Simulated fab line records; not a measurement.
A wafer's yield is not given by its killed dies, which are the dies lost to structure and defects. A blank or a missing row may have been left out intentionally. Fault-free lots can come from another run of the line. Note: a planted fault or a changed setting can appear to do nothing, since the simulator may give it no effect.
Tool commonality check + flow sky130 + Sample size 12 lots and 36 wafers

REASON FOR OPENING
At SKY_NWELL_TW_MEAS_26 the reading NWELL_2_TW is flagged on 2 of 12 lots. Fault-free wafers read 495.4, with a standard deviation of 2.2.
Rule: flag the lot when none of its wafers has a number, or when each of its wafers that has one lies beyond 4 standard deviations from that mean. All remaining lots are regarded as sound.

| lot  | measured     | on            | NWELL_2_TW, wafer by wafer | flag    |
|------|--------------|---------------|----------------------------|---------|
| L370 | day 5 09:51  | film_metro-03 | 499.6 499.6 497.7          |         |
| L371 | day 5 17:46  | film_metro-04 | 495.7 494.8 493.7          |         |
| L373 | day 6 01:07  | film_metro-03 | 497.6 498.5 497.8          |         |
| L375 | day 6 18:49  | film_metro-03 | 499.5 497.5 497.4          |         |
| L377 | day 7 02:24  | film_metro-03 | 492.8 495.6 493.8          |         |
| L378 | day 7 08:32  | film_metro-03 | 493.5 493.2 493.1          |         |
| L383 | day 8 14:20  | film_metro-03 | 752.7 755.2 754.0          | FLAGGED |
| L385 | day 8 21:52  | film_metro-04 | 759.0 756.6 759.1          | FLAGGED |
| L386 | day 9 09:32  | film_metro-01 | 496.3 494.0 496.0          |         |
| L387 | day 10 08:46 | film_metro-01 | 498.0 494.6 494.4          |         |
| L391 | day 10 20:34 | film_metro-03 | 493.4 492.6 493.8          |         |
| L390 | day 10 21:31 | film_metro-03 | 493.1 496.0 495.4          |         |
Averaged over the flagged lots the numbers come to 756.1, +260.7 from the usual (+99 or more standard deviations).

EACH LOT AND THE TOOL IT RAN ON
The record holds 1 process step before the reading, out of a route of 708 steps. Every cell lists first the tool, next ch and the chambers used by the sampled wafers, and last the start.
| lot  | flag    | SKY_NWELL_IMPLANT_24            |
|------|---------|---------------------------------|
| L370 |         | implanter-02 ch 0, day 5 09:36  |
| L371 |         | implanter-04 ch 0, day 5 17:31  |
| L373 |         | implanter-03 ch 0, day 6 00:53  |
| L375 |         | implanter-04 ch 0, day 6 18:36  |
| L377 |         | implanter-04 ch 0, day 7 02:09  |
| L378 |         | implanter-03 ch 0, day 7 08:19  |
| L383 | FLAGGED | implanter-03 ch 0, day 8 14:06  |
| L385 | FLAGGED | implanter-03 ch 0, day 8 21:37  |
| L386 |         | implanter-02 ch 0, day 9 09:18  |
| L387 |         | implanter-04 ch 0, day 10 08:31 |
| L391 |         | implanter-04 ch 0, day 10 20:21 |
| L390 |         | implanter-04 ch 0, day 10 21:17 |
What is done by these steps:
- SKY_NWELL_IMPLANT_24
- SKY_NWELL_TW_MEAS_26

FLAGGED OVER TOTAL, TOOL BY TOOL (the gauges that took the reading come last)
| step                 | tool          | lots run | flagged | share of the flagged lots | sound lots run after its first flagged lot |
|----------------------|---------------|----------|---------|---------------------------|--------------------------------------------|
| SKY_NWELL_IMPLANT_24 | implanter-02  | 2        | 0       | none                      | -                                          |
| SKY_NWELL_IMPLANT_24 | implanter-03  | 4        | 2       | all                       | 0                                          |
| SKY_NWELL_IMPLANT_24 | implanter-04  | 6        | 0       | none                      | -                                          |
| SKY_NWELL_TW_MEAS_26 | film_metro-01 | 2        | 0       | none                      | -                                          |
| SKY_NWELL_TW_MEAS_26 | film_metro-03 | 8        | 1       | some                      | 2 (L391,L390)                              |
| SKY_NWELL_TW_MEAS_26 | film_metro-04 | 2        | 1       | some                      | 0                                          |

WHAT IS ALLOWED BY THE TABLE
Rows of the table that ran each flagged lot: 1, that is implanter-03 at SKY_NWELL_IMPLANT_24.
- implanter-03 at SKY_NWELL_IMPLANT_24 ran 4 lots, 2 of them flagged. Last sound lot L378 at day 7 08:19, first flagged lot L383 at day 8 14:06; a fault beginning in between fits. Its own readings lie more than 4 standard deviations out on every wafer of the flagged lots: dose_ions_cm2, faraday_current_uA.
One tool is left: implanter-03 at SKY_NWELL_IMPLANT_24.

WHAT WAS PUT IN BY THE SIMULATOR
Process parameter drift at SKY_NWELL_IMPLANT_24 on implanter-03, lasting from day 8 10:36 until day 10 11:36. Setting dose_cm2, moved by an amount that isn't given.
Shown lots that were struck: L383, L385. The rule above found the same.
